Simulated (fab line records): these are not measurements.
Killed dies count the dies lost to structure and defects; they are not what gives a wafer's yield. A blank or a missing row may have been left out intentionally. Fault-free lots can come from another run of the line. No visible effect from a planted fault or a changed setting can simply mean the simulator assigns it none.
Which tool was responsible? -- flow gf180mcu -- Sampling: 13 lots, 39 wafers, 5 of 602 route steps

== WHAT THE GAUGES READ, wafer by wafer ==
GF_VT_IMPLANT_RS_MEAS_49: measurement is done with a four-point probe.
lot,measured,on,MVPSD_RS (ohm/sq)
L963,day 7 22:05,film_metro-04,1168.1 1167.6 1171.8
L964,day 8 04:11,film_metro-02,1165.2 1170.5 1171.2
L965,day 8 09:40,film_metro-04,1169.6 1170.3 1172.6
L966,day 8 16:56,film_metro-04,1172.8 1167.5 1170.3
L967,day 8 20:52,film_metro-04,1165.7 1161.9 1167.0
L969,day 9 15:40,film_metro-01,1169.2 1168.0 1166.3
L970,day 9 20:41,film_metro-04,1168.5 1168.2 1167.2
L975,day 11 05:41,film_metro-01,1181.8 1179.3 1181.7
L978,day 12 02:29,film_metro-01,1170.8 1171.7 1171.6
L980,day 12 16:50,film_metro-02,1188.1 1189.1 1186.8
L981,day 12 21:11,film_metro-02,1169.6 1168.5 1169.6
L983,day 13 10:14,film_metro-04,1169.6 1169.0 1167.2
L984,day 13 17:23,film_metro-04,1170.6 1165.2 1169.6

GF_V3_BOW_MEAS_05.
lot,measured,on,V3_BOW (um)
L963,day 22 02:31,film_metro-02,129 131 128
L964,day 22 09:54,film_metro-02,119 120 121
L965,day 22 18:02,film_metro-01,108 112 122
L966,day 22 22:21,film_metro-03,125 128 127
L967,day 23 05:05,film_metro-03,107 125 129
L969,day 24 07:13,film_metro-01,127 125 122
L970,day 24 08:43,film_metro-03,127 119 113
L975,day 26 02:43,film_metro-01,128 114 116
L978,day 27 02:26,film_metro-02,122 109 125
L980,day 27 18:08,film_metro-03,106 103 120
L981,day 27 18:44,film_metro-03,124 111 121
L983,day 28 13:25,film_metro-01,122 119 111
L984,day 28 21:42,film_metro-03,118 127 117

GF_V3_RS_MEAS_24: measurement is done with a four-point probe.
lot,measured,on,V3_W_RS (ohm/sq)
L963,day 23 03:04,film_metro-02,0.335 0.332 0.322
L964,day 23 09:59,film_metro-01,0.324 0.331 0.329
L965,day 23 18:05,film_metro-03,0.331 0.329 0.328
L966,day 23 22:16,film_metro-02,0.323 0.324 0.324
L967,day 24 05:07,film_metro-01,0.333 0.336 0.332
L969,day 25 06:18,film_metro-03,0.327 0.326 0.335
L970,day 25 07:15,film_metro-01,0.330 0.332 0.332
L975,day 27 00:11,film_metro-03,0.325 0.328 0.326
L978,day 27 23:13,film_metro-03,0.320 0.327 0.324
L980,day 28 14:37,film_metro-03,0.332 0.322 0.325
L981,day 28 15:24,film_metro-01,0.327 0.331 0.329
L983,day 29 07:12,film_metro-02,0.328 0.326 0.327
L984,day 29 17:44,film_metro-02,0.324 0.328 0.321

== TOOL THAT RAN EACH LOT (tool first, then ch and the chambers of the sampled wafers, then the start) ==
lot,GF_MVPSD_IMPLANT_09,GF_M2_STRIP_17
L963,"implanter-03 ch 0, day 5 08:04","plasma_asher-01 ch 0,1, day 19 21:42"
L964,"implanter-01 ch 0, day 5 12:33","plasma_asher-02 ch 0,1, day 20 06:39"
L965,"implanter-03 ch 0, day 5 17:41","plasma_asher-03 ch 0,1, day 20 13:32"
L966,"implanter-01 ch 0, day 6 00:35","plasma_asher-03 ch 0,1, day 20 19:04"
L967,"implanter-01 ch 0, day 6 04:20","plasma_asher-01 ch 0,1, day 21 00:52"
L969,"implanter-01 ch 0, day 6 19:19","plasma_asher-03 ch 0,1, day 22 05:23"
L970,"implanter-03 ch 0, day 7 00:44","plasma_asher-01 ch 0,1, day 22 06:57"
L975,"implanter-01 ch 0, day 8 07:10","plasma_asher-01 ch 0,1, day 24 03:39"
L978,"implanter-04 ch 0, day 9 00:46","plasma_asher-03 ch 0,1, day 25 04:10"
L980,"implanter-01 ch 0, day 9 14:23","plasma_asher-03 ch 0,1, day 25 20:59"
L981,"implanter-03 ch 0, day 9 18:11","plasma_asher-01 ch 0,1, day 25 21:13"
L983,"implanter-04 ch 0, day 10 06:05","plasma_asher-01 ch 0,1, day 26 10:40"
L984,"implanter-04 ch 0, day 10 11:31","plasma_asher-03 ch 0,1, day 26 22:10"
- GF_MVPSD_IMPLANT_09
- GF_M2_STRIP_17: strips in O2/N2.

== AS READ BY THE TOOLS THEMSELVES (means over the sampled wafers that have a number; for cases with no such wafer, the mark the record gives instead) ==
GF_MVPSD_IMPLANT_09.
lot,tool,beam_energy_keV,dose_ions_cm2,faraday_current_uA
L963,implanter-03,40.003,5e+12,27.7
L964,implanter-01,39.992,5e+12,28.6
L965,implanter-03,40.013,5e+12,27.8
L966,implanter-01,40.004,5e+12,28.4
L967,implanter-01,40.000,5e+12,28.9
L969,implanter-01,40.011,5e+12,28.2
L970,implanter-03,40.003,5e+12,28.1
L975,implanter-01,39.996,5e+12,26.4
L978,implanter-04,40.004,5e+12,28.5
L980,implanter-01,40.001,5e+12,26.2
L981,implanter-03,40.008,5e+12,28.7
L983,implanter-04,40.004,5e+12,28.1
L984,implanter-04,39.982,5e+12,27.8

GF_M2_STRIP_17.
lot,tool,drypump_motor_current_A (A),heater_power_w (W),oes_product_au (a.u.),strip_time_to_endpoint_s (s)
L963,plasma_asher-01,5.7,296,0.538,7.43
L964,plasma_asher-02,5.6,343,0.533,7.39
L965,plasma_asher-03,5.7,362,0.540,7.44
L966,plasma_asher-03,5.7,340,0.537,7.39
L967,plasma_asher-01,5.7,296,0.535,7.36
L969,plasma_asher-03,5.7,362,0.537,7.47
L970,plasma_asher-01,5.3,292,0.533,7.40
L975,plasma_asher-01,5.7,293,0.538,7.41
L978,plasma_asher-03,5.7,360,0.543,7.40
L980,plasma_asher-03,5.7,344,0.540,7.42
L981,plasma_asher-01,5.7,297,0.537,7.39
L983,plasma_asher-01,5.7,294,0.536,7.36
L984,plasma_asher-03,5.7,359,0.534,7.37

== THE ANSWER, worked out from the rows above alone ==
Rule: the lots themselves supply what counts as usual. Put in order of their means at a reading, lots are off if they are a third of the lots or fewer, leave a main group of 4 or more, and stand apart from it by a gap of 3 or more times the standard deviation of the main group's means; of several such gaps the widest counts. Not used: any main group whose means are identical at the precision the tables above print for the reading. A lot without any number at a reading at which 4 lots or more have one is off too. Where the step has rows for the other lots, those lots are counted as sound. First the gauges in route order, then the tools' own readings, where a lot's mean is used as printed above. At the first step where some lot is off, the reading lying furthest off is the one used; lots without a number count as furthest.
Off: at GF_VT_IMPLANT_RS_MEAS_49 (MVPSD_RS), L975, L980. For the main group the mean is 1168.9 ohm/sq and the standard deviation 1.7.
A tool fits if, at a process step before that reading, it ran every lot that is off, and no sound lot after the first of them. Not tried: the gauges at GF_VT_IMPLANT_RS_MEAS_49; whatever is off there is also off at GF_MVPSD_IMPLANT_09, on other tools, and gauge error can't account for it. One fits: GF_MVPSD_IMPLANT_09 on implanter-01. Its last sound lot is L969 (day 6 19:19), its first lot that is off L975 (day 8 07:10): a fault that began between those two fits.
The tool's own readings at GF_MVPSD_IMPLANT_09 bear it out: on the lots that are off they differ by more than 5 times the standard deviation of the sound lots' means. faraday_current_uA reads 26.3 there against 28.3 on the sound lots.

== WHAT HAD BEEN PUT IN BY THE SIMULATOR ==
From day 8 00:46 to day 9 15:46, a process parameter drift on implanter-01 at GF_MVPSD_IMPLANT_09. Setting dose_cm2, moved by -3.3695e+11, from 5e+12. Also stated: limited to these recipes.
Lots struck among those shown: L975, L980. The same result came from the rule above.
